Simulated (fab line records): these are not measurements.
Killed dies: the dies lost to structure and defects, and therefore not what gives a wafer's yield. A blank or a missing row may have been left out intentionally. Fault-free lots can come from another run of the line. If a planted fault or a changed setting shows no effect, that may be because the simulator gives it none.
fab line records    flow sky130
record: lots: 24  wafers: 72  lastDay: 50
route steps=708 shown VIA2@508 CAPM@549 CAP2M@603 VIA4@651 PASSIVATION@683
lots that met no fault: taken from a fault-free run of the same line
startH: start of the lot's first displayed wafer, in hours after the record's first day    waitH: how many hours have passed since the lot's step before this one    " identical to the entry in the row above    L1.1+2: a single row standing in for several wafers    - no value present, or no start provided    * or withheld: withheld    < > ~ a bound
route shown NAME@n: NAME is a module with steps in the file, n the number in the route of the first one    usual: mean and standard deviation over wafers with no fault    same: alike in all rows    chamber/n: place in a boat    sites: the reading at each site    _std_site: standard deviation of those values    _edge_site: inner sites' mean taken away from outer sites' mean    radiusMm: for every site, how far away it sits from the centre of the wafer    mask NAME#n: copy n    behind: tool/chamber where the wafer was last shaped    hold: cause of the lot's hold/its duration in hours/its outcome    device: the n, p or np transistor that did not switch    end of line: at the end of the route, the tests of the same wafers    a step with no rows: only its recipe    killed: the dies lost at the first sort to structure and to defects; this is not the yield of the wafer    map: dies across one wafer; x = killed, . = not, _ = none there
set.NAME: the setting the step ran with; set.NAME@STEP: the setting that earlier step ran with    model.NAME: the simulator's own value behind a step, which no gauge read
a sample of lots followed through the steps of the route, with each step as a table and each wafer as a row
services: from which hour (startH, from the record's first day; less than 0 if before it) a tool's chamber was out of use, for how many hours, and why
== steps ==
step: SKY_VIA2_THK_MEAS_01
recipe: reads: SiO2_of_VIA2_HDPCVD_00
usual: VIA2_HDPCVD_THK: 1180/12
lot.wafer  tool          chamber  startH  waitH  VIA2_HDPCVD_THK[nm]
L074.1     filmMetro-03  -        817.82  0.1    1183
L074.4     "             -        "       "      1161
L074.5     "             -        "       "      1191
L075.1     filmMetro-02  -        832.97  0.1    1196
L075.3     "             -        "       "      1185
L075.4     "             -        "       "      1165
L076.1     filmMetro-02  -        839.09  0.1    1176
L076.3     "             -        "       "      1186
L076.6     "             -        "       "      1180
L079.1     filmMetro-02  -        862.37  0.1    1164
L079.2     "             -        "       "      1171
L079.4     "             -        "       "      1187
L077.1     filmMetro-02  -        864.02  0.1    1169
L077.2     "             -        "       "      1179
L077.6     "             -        "       "      1172
L078.3     filmMetro-03  -        864.31  0.1    1189
L078.4     "             -        "       "      1184
L078.5     "             -        "       "      1185
L080.1     filmMetro-02  -        874.17  0.1    1186
L080.3     "             -        "       "      1175
L080.4     "             -        "       "      1188
L081.1     filmMetro-02  -        879.19  0.1    1166
L081.4     "             -        "       "      1180
L081.6     "             -        "       "      1202
L082.2     filmMetro-03  -        882.64  0.1    1165
L082.3     "             -        "       "      1184
L082.5     "             -        "       "      1165
L083.1     filmMetro-01  -        891.60  0.1    1178
L083.3     "             -        "       "      1176
L083.5     "             -        "       "      1190
L084.1     filmMetro-02  -        900.51  0.1    1170
L084.2     "             -        "       "      1176
L084.6     "             -        "       "      1177
L085.3     filmMetro-01  -        908.73  0.1    1174
L085.4     "             -        "       "      1173
L085.5     "             -        "       "      1157
L086.1     filmMetro-01  -        917.52  0.1    1192
L086.2     "             -        "       "      1179
L086.4     "             -        "       "      1177
L087.1     filmMetro-03  -        922.73  0.1    1197
L087.3     "             -        "       "      1194
L087.6     "             -        "       "      1201
L088.1     filmMetro-02  -        924.98  0.1    1184
L088.3     "             -        "       "      1188
L088.6     "             -        "       "      1179
L089.1     filmMetro-02  -        935.15  0.1    1163
L089.3     "             -        "       "      1179
L089.5     "             -        "       "      1176
L090.1     filmMetro-02  -        942.69  0.1    1193
L090.2     "             -        "       "      1201
L090.5     "             -        "       "      1193
L092.1     filmMetro-01  -        951.55  0.1    1167
L092.2     "             -        "       "      1186
L092.5     "             -        "       "      1166
L091.1     filmMetro-02  -        952.39  0.1    1176
L091.3     "             -        "       "      1142
L091.5     "             -        "       "      1157
L093.2     filmMetro-03  -        955.03  0.1    1164
L093.3     "             -        "       "      1202
L093.6     "             -        "       "      1160
L094.3     filmMetro-02  -        972.39  0.1    1186
L094.4     "             -        "       "      1168
L094.5     "             -        "       "      1181
L095.2     filmMetro-01  -        980.80  0.1    1181
L095.3     "             -        "       "      1189
L095.6     "             -        "       "      1205
L096.1     filmMetro-02  -        985.29  0.1    1189
L096.3     "             -        "       "      1173
L096.6     "             -        "       "      1191
L097.2     filmMetro-03  -        995.47  0.1    1175
L097.3     "             -        "       "      1180
L097.4     "             -        "       "      1175
step: SKY_CAPM_OVL_MEAS_12
usual: CAPM_OVL: 0.5/1.2
lot.wafer  tool        chamber  startH   waitH  CAPM_OVL[nm]
L074.1     overlay-01  -        872.07   0.1    0.2
L074.4     "           -        "        "      0.5
L074.5     "           -        "        "      0.0
L075.1     overlay-02  -        886.63   0.1    0.3
L075.3     "           -        "        "      -1.0
L075.4     "           -        "        "      -1.7
L076.1     overlay-02  -        893.62   0.1    2.2
L076.3     "           -        "        "      3.2
L076.6     "           -        "        "      3.8
L079.1     overlay-02  -        916.23   0.1    0.7
L079.2     "           -        "        "      1.8
L079.4     "           -        "        "      1.5
L077.1     overlay-01  -        916.76   0.1    0.9
L077.2     "           -        "        "      0.6
L077.6     "           -        "        "      0.9
L078.3     overlay-01  -        918.27   0.1    1.9
L078.4     "           -        "        "      1.7
L078.5     "           -        "        "      2.0
L080.1     overlay-02  -        927.47   0.1    -0.4
L080.3     "           -        "        "      -0.5
L080.4     "           -        "        "      0.4
L081.1     overlay-01  -        932.43   0.1    0.6
L081.4     "           -        "        "      1.0
L081.6     "           -        "        "      -0.2
L082.2     overlay-01  -        935.63   0.1    -0.4
L082.3     "           -        "        "      -0.5
L082.5     "           -        "        "      0.0
L083.1     overlay-02  -        944.61   0.1    -0.4
L083.3     "           -        "        "      -0.5
L083.5     "           -        "        "      -0.6
L084.1     overlay-02  -        952.73   0.1    1.3
L084.2     "           -        "        "      0.2
L084.6     "           -        "        "      -0.2
L085.3     overlay-02  -        959.65   0.1    2.1
L085.4     "           -        "        "      0.6
L085.5     "           -        "        "      0.1
L086.1     overlay-02  -        969.03   0.1    2.5
L086.2     "           -        "        "      2.0
L086.4     "           -        "        "      3.1
L087.1     overlay-02  -        973.78   0.1    -0.1
L087.3     "           -        "        "      1.1
L087.6     "           -        "        "      0.8
L088.1     overlay-01  -        977.28   0.1    -0.1
L088.3     "           -        "        "      -0.1
L088.6     "           -        "        "      -0.3
L089.1     overlay-02  -        985.11   0.1    1.7
L089.3     "           -        "        "      2.6
L089.5     "           -        "        "      -0.8
L090.1     overlay-02  -        991.13   0.1    0.1
L090.2     "           -        "        "      -0.5
L090.5     "           -        "        "      -0.8
L092.1     overlay-02  -        1000.98  0.1    1.2
L092.2     "           -        "        "      1.2
L092.5     "           -        "        "      2.0
L091.1     overlay-02  -        1001.97  0.1    0.1
L091.3     "           -        "        "      1.1
L091.5     "           -        "        "      0.8
L093.2     overlay-01  -        1005.37  0.1    0.2
L093.3     "           -        "        "      0.4
L093.6     "           -        "        "      1.5
L094.3     overlay-01  -        1021.42  0.1    -0.5
L094.4     "           -        "        "      -0.3
L094.5     "           -        "        "      -2.7
L095.2     overlay-02  -        1029.98  0.1    -0.6
L095.3     "           -        "        "      -1.7
L095.6     "           -        "        "      -1.0
L096.1     overlay-02  -        1034.01  0.1    0.0
L096.3     "           -        "        "      0.5
L096.6     "           -        "        "      -0.7
L097.2     overlay-01  -        1043.77  0.1    1.6
L097.3     "           -        "        "      0.0
L097.4     "           -        "        "      0.9
step: SKY_CAP2M_CVD_00
recipe: material: SiO2  targetThkNm: 15.5  tempC: 400  timeS: withheld  rfW: 450
usual: heaterPowerW: 746/80  susceptorTempC: 400.02/0.22
lot.wafer  tool      chamber  startH   waitH  heaterPowerW  susceptorTempC
L074.1     pecvd-01  2        927.94   0.0    902           399.90
L074.4     "         0        "        "      833           399.76
L074.5     "         2        "        "      919           399.97
L075.1     pecvd-03  0        940.39   0.0    699           400.09
L075.3     "         2        "        "      770           399.93
L075.4     "         1        "        "      700           400.25
L076.1     pecvd-02  2        948.10   0.0    612           400.33
L076.3     "         0        "        "      593           400.46
L076.6     "         1        "        "      753           400.21
L079.1     pecvd-02  0        968.94   0.0    647           399.96
L079.2     "         1        "        "      818           400.13
L079.4     "         1        "        "      791           400.07
L077.1     pecvd-03  0        969.27   0.0    767           399.90
L077.2     "         2        "        "      720           400.37
L077.6     "         1        "        "      657           399.95
L078.3     pecvd-02  0        972.18   0.0    656           399.82
L078.4     "         1        "        "      810           400.32
L078.5     "         0        "        "      680           400.01
L080.1     pecvd-03  0        980.73   0.0    720           400.35
L080.3     "         1        "        "      771           400.14
L080.4     "         2        "        "      709           399.95
L081.1     pecvd-01  0        984.38   0.0    829           400.21
L081.4     "         2        "        "      845           399.59
L081.6     "         0        "        "      812           400.07
L082.2     pecvd-03  2        988.84   0.0    782           400.17
L082.3     "         1        "        "      755           400.62
L082.5     "         2        "        "      776           400.04
L083.1     pecvd-03  2        996.55   0.0    771           399.74
L083.3     "         1        "        "      692           400.39
L083.5     "         1        "        "      666           400.14
L084.1     pecvd-02  1        1004.30  0.0    707           399.93
L084.2     "         0        "        "      716           399.94
L084.6     "         1        "        "      712           399.89
L085.3     pecvd-03  1        1010.66  0.0    725           400.01
L085.4     "         0        "        "      704           400.11
L085.5     "         2        "        "      716           399.67
L086.1     pecvd-02  2        1019.19  0.0    601           399.60
L086.2     "         0        "        "      681           400.04
L086.4     "         0        "        "      686           400.10
L087.1     pecvd-01  0        1024.44  0.0    841           399.71
L087.3     "         2        "        "      807           400.13
L087.6     "         2        "        "      790           399.79
L088.1     pecvd-03  2        1027.99  0.0    767           399.74
L088.3     "         1        "        "      762           400.01
L088.6     "         1        "        "      781           400.06
L089.1     pecvd-01  2        1036.38  0.0    919           399.88
L089.3     "         1        "        "      618           399.96
L089.5     "         0        "        "      717           399.96
L090.1     pecvd-01  1        1041.23  0.0    692           400.04
L090.2     "         2        "        "      866           400.31
L090.5     "         2        "        "      887           400.41
L092.1     pecvd-03  1        1050.60  0.0    642           400.05
L092.2     "         0        "        "      814           399.98
L092.5     "         1        "        "      635           400.12
L091.1     pecvd-01  2        1052.02  0.0    882           400.11
L091.3     "         1        "        "      703           399.98
L091.5     "         1        "        "      736           400.15
L093.2     pecvd-03  2        1054.89  0.0    764           399.69
L093.3     "         1        "        "      749           400.07
L093.6     "         2        "        "      733           399.85
L094.3     pecvd-01  2        1069.64  0.0    937           399.82
L094.4     "         1        "        "      616           400.21
L094.5     "         0        "        "      846           399.68
L095.2     pecvd-03  0        1078.12  0.0    790           399.95
L095.3     "         2        "        "      772           399.78
L095.6     "         0        "        "      780           400.17
L096.1     pecvd-03  2        1082.24  0.0    765           400.40
L096.3     "         1        "        "      729           399.92
L096.6     "         2        "        "      762           400.04
L097.2     pecvd-03  2        1089.79  0.0    728           399.78
L097.3     "         0        "        "      702           399.37
L097.4     "         1        "        "      676           400.01
step: SKY_VIA4_ETCH_12
recipe: target: SiO2  chemistry: C4F8/O2/Ar  stopOn: TiN  maskMaterial: NOVOLAK  sourceW: 1500  biasW: 1200  pressureMtorr: 40  c4f8FlowSccm: withheld  O2_flow_sccm: 6  Ar_flow_sccm: 300  timeS: withheld  targetDepthA: 5800
usual: oesProductAu: 0.926/0.0048
lot.wafer  tool        chamber  startH   waitH  oesProductAu
L074.1     rieDiel-04  0        1003.91  0.0    0.927
L074.4     "           2        "        "      0.920
L074.5     "           3        "        "      0.920
L075.1     rieDiel-04  0        1014.46  0.0    0.923
L075.3     "           3        "        "      0.925
L075.4     "           2        "        "      0.921
L076.1     rieDiel-03  2        1021.71  0.0    0.925
L076.3     "           0        "        "      0.922
L076.6     "           1        "        "      0.930
L079.1     rieDiel-04  0        1039.25  0.0    0.926
L079.2     "           3        "        "      0.932
L079.4     "           1        "        "      0.932
L077.1     rieDiel-01  2        1039.97  0.0    0.934
L077.2     "           3        "        "      0.922
L077.6     "           3        "        "      0.932
L078.3     rieDiel-04  2        1043.81  0.0    0.928
L078.4     "           1        "        "      0.925
L078.5     "           3        "        "      0.922
L080.1     rieDiel-04  0        1051.87  0.0    0.924
L080.3     "           1        "        "      0.919
L080.4     "           3        "        "      0.924
L081.1     rieDiel-01  1        1055.42  0.0    0.927
L081.4     "           2        "        "      0.926
L081.6     "           3        "        "      0.930
L082.2     rieDiel-03  3        1059.61  0.0    0.927
L082.3     "           2        "        "      0.936
L082.5     "           1        "        "      0.927
L083.1     rieDiel-03  1        1066.87  0.0    0.934
L083.3     "           3        "        "      0.929
L083.5     "           1        "        "      0.932
L084.1     rieDiel-03  1        1072.71  0.0    0.934
L084.2     "           0        "        "      0.929
L084.6     "           0        "        "      0.926
L085.3     rieDiel-04  2        1078.91  0.0    0.915
L085.4     "           1        "        "      0.927
L085.5     "           1        "        "      0.926
L086.1     rieDiel-01  2        1086.26  0.0    0.928
L086.2     "           0        "        "      0.924
L086.4     "           3        "        "      0.930
L087.1     rieDiel-01  2        1092.75  0.0    0.923
L087.3     "           0        "        "      0.921
L087.6     "           1        "        "      0.927
L088.1     rieDiel-04  2        1095.66  0.0    0.940
L088.3     "           3        "        "      0.930
L088.6     "           0        "        "      0.933
L089.1     rieDiel-04  3        1102.45  0.0    0.924
L089.3     "           1        "        "      0.930
L089.5     "           0        "        "      0.923
L090.1     rieDiel-01  3        1106.67  0.0    0.927
L090.2     "           2        "        "      0.927
L090.5     "           2        "        "      0.934
L092.1     rieDiel-03  1        1115.45  0.0    0.921
L092.2     "           3        "        "      0.935
L092.5     "           2        "        "      0.928
L091.1     rieDiel-04  0        1117.72  0.0    0.924
L091.3     "           2        "        "      0.923
L091.5     "           0        "        "      0.928
L093.2     rieDiel-04  2        1119.47  0.0    0.923
L093.3     "           1        "        "      0.941
L093.6     "           0        "        "      0.926
L094.3     rieDiel-04  3        1131.56  0.0    0.923
L094.4     "           1        "        "      0.933
L094.5     "           0        "        "      0.921
L095.2     rieDiel-04  2        1141.17  0.0    0.928
L095.3     "           0        "        "      0.929
L095.6     "           1        "        "      0.928
L096.1     rieDiel-03  3        1143.37  0.0    0.932
L096.3     "           1        "        "      0.917
L096.6     "           1        "        "      0.925
L097.2     rieDiel-03  1        1148.96  0.0    0.922
L097.3     "           0        "        "      0.925
L097.4     "           2        "        "      0.917
step: SKY_PASSIVATION_CVD_02
recipe: material: Si3N4  targetThkNm: 540  tempC: 400  timeS: withheld  rfW: 450
usual: heaterPowerW: 719/89  susceptorTempC: 399.97/0.22
lot.wafer  tool      chamber  startH   waitH  heaterPowerW  susceptorTempC
L074.1     pecvd-04  1        1029.17  0.1    562           399.95
L074.4     "         2        "        "      735           400.19
L074.5     "         0        "        "      753           399.86
L075.1     pecvd-04  0        1039.85  0.1    710           399.98
L075.3     "         2        "        "      626           400.50
L075.4     "         2        "        "      666           400.09
L076.1     pecvd-01  0        1046.90  0.1    800           399.87
L076.3     "         2        "        "      835           399.91
L076.6     "         1        "        "      722           400.25
L079.1     pecvd-04  1        1064.36  0.1    513           400.06
L079.2     "         0        "        "      757           400.23
L079.4     "         1        "        "      525           400.22
L077.1     pecvd-03  0        1064.45  0.1    791           399.96
L077.2     "         1        "        "      709           400.24
L077.6     "         1        "        "      743           400.25
L078.3     pecvd-03  2        1068.02  0.0    714           399.76
L078.4     "         0        "        "      797           400.16
L078.5     "         1        "        "      722           399.93
L080.1     pecvd-01  1        1076.17  0.1    750           399.99
L080.3     "         2        "        "      865           400.32
L080.4     "         2        "        "      899           400.41
L081.1     pecvd-04  1        1078.80  0.1    594           399.50
L081.4     "         1        "        "      474           399.94
L081.6     "         2        "        "      661           400.23
L082.2     pecvd-04  2        1083.83  0.0    658           399.77
L082.3     "         0        "        "      763           400.08
L082.5     "         2        "        "      663           400.03
L083.1     pecvd-04  0        1090.17  0.1    646           400.15
L083.3     "         1        "        "      506           400.05
L083.5     "         0        "        "      693           400.41
L084.1     pecvd-03  1        1096.42  0.1    717           399.97
L084.2     "         2        "        "      690           400.08
L084.6     "         1        "        "      754           399.61
L085.3     pecvd-01  2        1102.64  0.0    803           399.74
L085.4     "         1        "        "      726           400.04
L085.5     "         0        "        "      856           399.99
L086.1     pecvd-01  2        1109.30  0.1    878           399.72
L086.2     "         1        "        "      648           399.83
L086.4     "         2        "        "      902           400.19
L087.1     pecvd-03  0        1116.10  0.1    761           400.11
L087.3     "         2        "        "      704           400.02
L087.6     "         1        "        "      735           399.60
L088.1     pecvd-03  1        1118.96  0.1    703           399.73
L088.3     "         0        "        "      738           399.73
L088.6     "         1        "        "      742           400.00
L089.1     pecvd-04  0        1125.33  0.1    756           399.93
L089.3     "         1        "        "      560           399.93
L089.5     "         1        "        "      584           399.88
L090.1     pecvd-03  1        1129.10  0.1    660           399.65
L090.2     "         0        "        "      813           400.31
L090.5     "         1        "        "      690           399.92
L092.1     pecvd-03  2        1137.39  0.1    729           399.83
L092.2     "         0        "        "      775           399.78
L092.5     "         1        "        "      768           399.64
L091.1     pecvd-04  0        1139.07  0.1    740           400.24
L091.3     "         2        "        "      589           399.75
L091.5     "         2        "        "      644           399.96
L093.2     pecvd-03  0        1142.17  0.0    762           399.90
L093.3     "         2        "        "      726           400.09
L093.6     "         0        "        "      789           399.82
L094.3     pecvd-03  2        1151.97  0.0    702           399.69
L094.4     "         2        "        "      721           399.91
L094.5     "         1        "        "      715           399.74
L095.2     pecvd-01  0        1161.84  0.0    710           400.50
L095.3     "         2        "        "      920           400.00
L095.6     "         1        "        "      679           399.71
L096.1     pecvd-01  0        1163.57  0.1    792           400.29
L096.3     "         2        "        "      889           399.92
L096.6     "         2        "        "      749           400.12
L097.2     pecvd-03  1        1169.02  0.0    695           399.59
L097.3     "         0        "        "      811           399.89
L097.4     "         2        "        "      729           400.01
step: SKY_PASSIVATION_THK_MEAS_03
recipe: reads: Si3N4_of_PASSIVATION_CVD_02
usual: PASSIVATION_CVD_02_THK: 543/7
lot.wafer  tool          chamber  startH   waitH  PASSIVATION_CVD_02_THK[nm]
L074.1     filmMetro-04  -        1029.40  -      536
L074.4     "             -        "        "      548
L074.5     "             -        "        "      545
L075.1     filmMetro-01  -        1040.08  -      543
L075.3     "             -        "        "      550
L075.4     "             -        "        "      557
L076.1     filmMetro-03  -        1047.12  -      540
L076.3     "             -        "        "      534
L076.6     "             -        "        "      542
L079.1     filmMetro-03  -        1064.58  -      535
L079.2     "             -        "        "      544
L079.4     "             -        "        "      544
L077.1     filmMetro-04  -        1064.67  -      541
L077.2     "             -        "        "      537
L077.6     "             -        "        "      549
L078.3     filmMetro-03  -        1068.26  -      549
L078.4     "             -        "        "      551
L078.5     "             -        "        "      553
L080.1     filmMetro-04  -        1076.40  -      533
L080.3     "             -        "        "      528
L080.4     "             -        "        "      541
L081.1     filmMetro-03  -        1079.02  -      539
L081.4     "             -        "        "      541
L081.6     "             -        "        "      549
L082.2     filmMetro-01  -        1084.06  -      539
L082.3     "             -        "        "      539
L082.5     "             -        "        "      547
L083.1     filmMetro-03  -        1090.39  -      540
L083.3     "             -        "        "      540
L083.5     "             -        "        "      550
L084.1     filmMetro-04  -        1096.65  -      542
L084.2     "             -        "        "      543
L084.6     "             -        "        "      555
L085.3     filmMetro-03  -        1102.89  -      525
L085.4     "             -        "        "      545
L085.5     "             -        "        "      542
L086.1     filmMetro-04  -        1109.53  -      533
L086.2     "             -        "        "      536
L086.4     "             -        "        "      546
L087.1     filmMetro-03  -        1116.32  -      539
L087.3     "             -        "        "      543
L087.6     "             -        "        "      541
L088.1     filmMetro-04  -        1119.19  -      538
L088.3     "             -        "        "      543
L088.6     "             -        "        "      545
L089.1     filmMetro-04  -        1125.56  -      541
L089.3     "             -        "        "      533
L089.5     "             -        "        "      543
L090.1     filmMetro-03  -        1129.33  -      547
L090.2     "             -        "        "      540
L090.5     "             -        "        "      556
L092.1     filmMetro-03  -        1137.61  -      540
L092.2     "             -        "        "      546
L092.5     "             -        "        "      550
L091.1     filmMetro-03  -        1139.29  -      538
L091.3     "             -        "        "      528
L091.5     "             -        "        "      543
L093.2     filmMetro-03  -        1142.40  -      536
L093.3     "             -        "        "      533
L093.6     "             -        "        "      547
L094.3     filmMetro-01  -        1152.22  -      534
L094.4     "             -        "        "      540
L094.5     "             -        "        "      539
L095.2     filmMetro-04  -        1162.08  -      538
L095.3     "             -        "        "      540
L095.6     "             -        "        "      548
L096.1     filmMetro-03  -        1163.79  -      546
L096.3     "             -        "        "      539
L096.6     "             -        "        "      548
L097.2     filmMetro-03  -        1169.25  -      534
L097.3     "             -        "        "      528
L097.4     "             -        "        "      543
== services ==
tool        chamber  startH   hours  kind
rieDiel-03  1        904.94   7.0    repair
rieDiel-04  1        907.41   7.2    repair
pecvd-02    -        915.84   2.6    repair
rieDiel-01  3        919.19   19.0   repair
pecvd-04    -        920.00   0.6    repair
pecvd-02    -        921.63   14.6   pm
rieDiel-03  0        934.01   10.5   repair
rieDiel-04  1        934.40   10.5   repair
rieDiel-04  3        955.07   1.9    repair
pecvd-01    -        958.33   0.8    pm
rieDiel-03  -        963.53   10.0   pm
pecvd-02    2        967.46   9.4    repair
pecvd-01    -        985.77   1.7    repair
pecvd-01    1        999.38   -      clean
pecvd-01    1        999.38   -      consumableReplace:showerhead
pecvd-01    1        999.38   29.0   scheduledDown
rieDiel-03  3        1003.83  4.1    repair
pecvd-02    2        1019.87  7.0    repair
pecvd-03    -        1079.67  1.5    repair
pecvd-03    0        1082.38  2.1    scheduledDown
pecvd-02    -        1101.94  2.8    pm
rieDiel-04  2        1105.82  5.4    repair
rieDiel-04  3        1116.63  10.8   repair
rieDiel-01  2        1142.52  13.4   repair
== key ==
fault none
